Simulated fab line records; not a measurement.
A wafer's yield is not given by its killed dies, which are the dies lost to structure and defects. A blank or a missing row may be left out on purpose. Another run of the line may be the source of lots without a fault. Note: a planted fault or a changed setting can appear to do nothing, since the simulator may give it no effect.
Comparing a struck lot with a sound one | flow sky130 | 15 out of 708 route steps
Sound: wafers L685.3, L685.4, L685.5. Struck: wafers L681.1, L681.3, L681.6. The cause is given at the end.
At each step with rows: each side's tool, then ch and its chambers, then its first start. Under that, the readings that differ: sound wafers | struck wafers | difference of the means | sigmas: that difference in standard deviations of wafers without a fault.
alike: words and numbers the same on both sides, and readings whose means are apart by under 2 such deviations; not compared: readings that were withheld, readings missing a value for some wafer, numbers with overlapping values and no deviation given by the record, and bounds like >300 which may hide the same value.
A row with sigmas, a row that says differs or no value, or rows on one side alone: a step with any of these is where the two part. Numbers that have no deviation but don't overlap get no sigmas and don't part them. Lack of a reading on every wafer of one side parts them only where that side has two or more wafers.

SKY_CONTACT_ETCH_16: etches BARC in N2/H2, stops on SiO2, time 45.9 s, target depth 60 nm.
  sound on rie_diel-02 ch 1,2,3, day 37 02:08; struck on rie_diel-03 ch 0,2, day 36 00:26
  alike: drypump_motor_current_A, oes_product_au, throttle_valve_pct
  not compared: rf_hours_counter_h
then, 2 steps without rows for these wafers: SKY_CONTACT_ETCH_17 (etches SiO2 in C4F8/O2/Ar, stops on Si3N4, target depth 340 nm); SKY_CONTACT_ETCH_18 (etches Si3N4 in CHF3/O2, stops on TiN, time 39 s, target depth 75 nm).
SKY_CONTACT_STRIP_19: strips in O2/N2.
  sound on plasma_asher-01 ch 0,1, day 37 02:18; struck on plasma_asher-03 ch 0,1, day 36 00:34
  reading                     | sound       | struck      | difference | sigmas
  drypump_motor_current_A (A) | 5.7 6.0 5.8 | 5.0 4.8 5.0 | -0.9       | -2
  alike: oes_product_au, strip_time_to_endpoint_s
  not compared: rf_hours_counter_h
then, 4 steps without rows for these wafers: SKY_CONTACT_STRIP_20 (strips in post etch residue remover, time 1200 s); SKY_CONTACT_CLEAN_21 (cleans in IPA, time 180 s); SKY_CONTACT_CLEAN_22 (cleans in O3/DIW); SKY_CONTACT_SPUTTER_23 (material TiN, target thk 20 nm, time 80 s).
SKY_CONTACT_CVD_24: deposits W, target thk 340 nm, time 102.12 s.
  sound on cvd_w-01 ch 0,1, day 37 02:58; struck on cvd_w-01 ch 0,1, day 36 01:13
  alike: heater_power_w, susceptor_temp_C
SKY_CONTACT_RS_MEAS_25: measurement is done with a four-point probe.
  sound on film_metro-04 at day 37 03:04; struck on film_metro-04 at day 36 01:20
  alike: CONTACT_W_RS
SKY_CONTACT_THK_MEAS_26: measures by xrf.
  sound on film_metro-04 at day 37 03:10; struck on film_metro-04 at day 36 01:27
  alike: CONTACT_W_THK
SKY_CONTACT_CMP_27: polishes, stops on SiO2, t overpolish 15 s, target thk 0 nm.
  sound on cmp-01 ch 0,2, day 37 03:18; struck on cmp-01 ch 0,2,3, day 36 01:32
  alike: edge_zone_pressure_frac, motor_current_A, overpolish_run_s, platen_rpm, retaining_ring_pressure_frac, time_to_endpoint_s
SKY_METAL1_SPUTTER_00: material Ti, target thk 15 nm, time 10 s.
  sound on pvd_sputter-03 at day 37 03:33; struck on pvd_sputter-02 at day 36 01:50
  no value came back on the struck wafers for cathode_dc_power_W (W), chamber_pressure_pa (Pa), throttle_valve_pct (%); on the sound wafers cathode_dc_power_W (W) reads 3000.1 2999.9 2999.2
SKY_METAL1_SPUTTER_01: material TiN, target thk 20 nm, time 16.7 s.
  sound on pvd_sputter-03 at day 37 03:34; struck on pvd_sputter-02 at day 36 01:52
  alike: cathode_dc_power_W, chamber_pressure_pa, throttle_valve_pct
-- the record jumps here: 13 days lie between the struck wafers' starts before and after (it left off in module METAL1 and takes up again in module PAD_OPEN, whose first step shown is number 708 of the route) --
SKY_PAD_OPEN_PROBE_99:
  sound on prober-02 at day 49 20:12; struck on prober-01 at day 49 00:56
  reading                       | sound            | struck           | difference | sigmas
  model.etest.mcon_chain.rc_ohm | 17.1 16.44 17.46 | 18.4 18.24 18.16 | +1.3       |
  alike: defect_limited_yield, killed_at_M0_to_M3, killed_at_M4_up, killed_at_contacts, killed_at_front_end, killed_at_other, killed_dies, killed_open, killed_short, sort_bin_3_pad_short, sort_bin_5_function, sort_bin_6_memory, sort_n_pass, sort_yield_pct

== WHERE THEY PART ==
Earliest at SKY_CONTACT_STRIP_19; latest, in this record, at SKY_METAL1_SPUTTER_00. Later steps at which nothing parts them and some readings are alike: SKY_METAL1_SPUTTER_01, SKY_PAD_OPEN_PROBE_99.

WHY: what the simulator had put in
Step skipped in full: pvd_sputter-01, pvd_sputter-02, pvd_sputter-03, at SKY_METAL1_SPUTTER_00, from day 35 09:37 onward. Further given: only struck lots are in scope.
